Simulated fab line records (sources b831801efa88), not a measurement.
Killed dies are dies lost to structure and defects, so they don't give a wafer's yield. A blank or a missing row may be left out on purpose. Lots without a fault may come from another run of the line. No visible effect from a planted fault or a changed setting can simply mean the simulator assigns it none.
Which tool did it? -- flow gf180mcu -- 36 wafers from 12 lots sampled at 5 of the route's 602 steps

== WHAT EACH GAUGE READ, for each wafer ==
GF_V2_BOW_MEAS_05.
lot,measured,on,V2_BOW (um)
L463,day 20 02:10,film metro-02,94 92 99
L465,day 20 06:06,film metro-02,95 99 89
L474,day 23 16:44,film metro-02,97 100 107
L475,day 24 04:24,film metro-02,87 90 83
L476,day 24 14:34,film metro-04,77 69 82
L479,day 25 10:16,film metro-04,91 93 96
L480,day 25 13:47,film metro-04,101 116 107
L481,day 25 23:25,film metro-04,113 120 110
L482,day 26 14:43,film metro-02,109 109 103
L483,day 26 15:59,film metro-01,94 111 111
L484,day 26 23:16,film metro-01,105 107 109
L485,day 27 04:23,film metro-01,86 93 83

== EACH LOT AND THE TOOL THAT RAN IT (in order: tool; ch and the chambers of the sampled wafers; start) ==
lot,GF_M1_STRIP_17,GF_V1_CMP_26,GF_M2_SPUTTER_01,GF_V2_CVD_02
L463,"plasma asher-04 ch 0,1, day 17 21:25","cmp-01 ch 0,2,3, day 18 23:58","pvd sputter-02, day 19 00:19","pecvd-04 ch 0,1,2, day 20 01:44"
L465,"plasma asher-01 ch 0,1, day 18 01:12","cmp-01 ch 1,2, day 19 03:50","pvd sputter-04, day 19 04:11","pecvd-01 ch 0,1,2, day 20 05:32"
L474,"plasma asher-01 ch 0,1, day 21 14:43","cmp-02 ch 0,3, day 22 16:05","pvd sputter-04, day 22 16:26","pecvd-03 ch 0,1,2, day 23 16:17"
L475,"plasma asher-03 ch 0,1, day 22 01:59","cmp-01 ch 0,1,2, day 23 03:52","pvd sputter-02, day 23 04:16","pecvd-04 ch 0,2, day 24 03:57"
L476,"plasma asher-04 ch 0,1, day 22 14:07","cmp-01 ch 1,2, day 23 15:17","pvd sputter-04, day 23 15:41","pecvd-01 ch 0,2, day 24 14:08"
L479,"plasma asher-04 ch 0,1, day 23 10:04","cmp-02 ch 0,2,3, day 24 10:16","pvd sputter-02, day 24 10:40","pecvd-01 ch 0,1,2, day 25 09:50"
L480,"plasma asher-04 ch 0, day 23 14:53","cmp-01 ch 0,1,2, day 24 14:46","pvd sputter-03, day 24 15:10","pecvd-03 ch 1,2, day 25 13:17"
L481,"plasma asher-03 ch 0,1, day 23 23:53","cmp-01 ch 0,1,2, day 25 00:16","pvd sputter-02, day 25 00:31","pecvd-04 ch 1,2, day 25 22:58"
L482,"plasma asher-03 ch 0,1, day 24 15:22","cmp-02 ch 0,2, day 25 15:27","pvd sputter-04, day 25 15:51","pecvd-03 ch 0,1, day 26 14:17"
L483,"plasma asher-04 ch 0,1, day 24 17:13","cmp-02 ch 1,3, day 25 17:39","pvd sputter-03, day 25 18:00","pecvd-01 ch 1,2, day 26 15:34"
L484,"plasma asher-03 ch 0,1, day 25 02:17","cmp-02 ch 1,2,3, day 26 01:43","pvd sputter-03, day 26 02:04","pecvd-01 ch 0,1,2, day 26 22:50"
L485,"plasma asher-03 ch 0,1, day 25 06:16","cmp-01 ch 0,1,2, day 26 05:52","pvd sputter-03, day 26 06:10","pecvd-01 ch 0,1,2, day 27 03:56"
- GF_M1_STRIP_17: strips in O2/N2.
- GF_V1_CMP_26: polishes, stops on SiO2, t overpolish 15 s, target thk 0 nm.
- GF_M2_SPUTTER_01: material TiN, target thk 30 nm, time 25 s.
- GF_V2_CVD_02: deposits SiO2 from TEOS, target thk 850 nm, time 94.851 s.

== AS READ BY THE TOOLS THEMSELVES (means over the sampled wafers that have a number; for cases with no such wafer, the mark the record gives instead) ==
GF_M1_STRIP_17.
lot,tool,drypump motor current A (A),heater power w (W),oes product au (a.u.),strip time to endpoint s (s)
L463,plasma asher-04,5.46,300,0.557,7.87
L465,plasma asher-01,5.78,304,0.557,7.83
L474,plasma asher-01,5.83,316,0.553,7.80
L475,plasma asher-03,5.74,331,0.557,7.92
L476,plasma asher-04,5.50,325,0.557,7.91
L479,plasma asher-04,5.53,324,0.558,7.89
L480,plasma asher-04,5.43,270,0.557,7.82
L481,plasma asher-03,5.73,300,0.559,7.90
L482,plasma asher-03,5.71,304,0.561,7.88
L483,plasma asher-04,5.51,328,0.558,7.81
L484,plasma asher-03,5.73,303,0.555,7.86
L485,plasma asher-03,5.75,328,0.550,7.84

GF_V1_CMP_26.
lot,tool,motor current A (A),overpolish run s (s),time to endpoint s (s)
L463,cmp-01,10.0,15.000,83
L465,cmp-01,9.7,15.004,87
L474,cmp-02,11.9,15.005,86
L475,cmp-01,10.5,14.999,87
L476,cmp-01,10.0,15.005,89
L479,cmp-02,11.3,15.005,80
L480,cmp-01,10.5,15.001,89
L481,cmp-01,10.5,15.014,92
L482,cmp-02,11.5,15.006,86
L483,cmp-02,12.0,15.000,84
L484,cmp-02,11.7,15.009,88
L485,cmp-01,10.5,15.011,85

GF_M2_SPUTTER_01.
lot,tool,throttle valve pct (%)
L463,pvd sputter-02,29.4
L465,pvd sputter-04,29.7
L474,pvd sputter-04,29.7
L475,pvd sputter-02,28.4
L476,pvd sputter-04,29.7
L479,pvd sputter-02,29.3
L480,pvd sputter-03,31.5
L481,pvd sputter-02,29.1
L482,pvd sputter-04,30.1
L483,pvd sputter-03,30.3
L484,pvd sputter-03,30.4
L485,pvd sputter-03,29.6

GF_V2_CVD_02.
lot,tool,heater power outer w (W),heater power w (W)
L463,pecvd-04,403,683
L465,pecvd-01,386,594
L474,pecvd-03,410,709
L475,pecvd-04,-,-
L476,pecvd-01,-,-
L479,pecvd-01,371,585
L480,pecvd-03,436,746
L481,pecvd-04,403,691
L482,pecvd-03,419,705
L483,pecvd-01,373,616
L484,pecvd-01,382,610
L485,pecvd-01,356,569

== THE ANSWER, worked out from the rows above alone ==
Rule: the usual values come from the lots themselves. Put in order of their means at a reading, lots are off if they are a third of the lots or fewer, leave a main group of 4 or more, and stand apart from it by a gap of 3 or more times the standard deviation of the main group's means; of several such gaps the widest counts. If all means in a main group match to the digits the tables above print for the reading, that group is not used. A lot without any number at a reading at which 4 lots or more have one is off too. Any other lot the step has rows for is counted as sound. The gauges are gone through in route order, then the tools' own readings, and for those a lot's mean is taken as printed above. At the first step where some lot is off, the reading lying furthest off is the one used; lots without a number count as furthest.
Off: L475, L476 (GF_V2_CVD_02, heater power outer w). Without a number there: L475, L476. Main group: mean 394 W, sd 23.
If a tool, at that step or one of the process steps before it, ran each lot that is off and ran no sound lot following the first of them, it fits. None of those tried fits.

== WHAT WAS PUT IN BY THE SIMULATOR ==
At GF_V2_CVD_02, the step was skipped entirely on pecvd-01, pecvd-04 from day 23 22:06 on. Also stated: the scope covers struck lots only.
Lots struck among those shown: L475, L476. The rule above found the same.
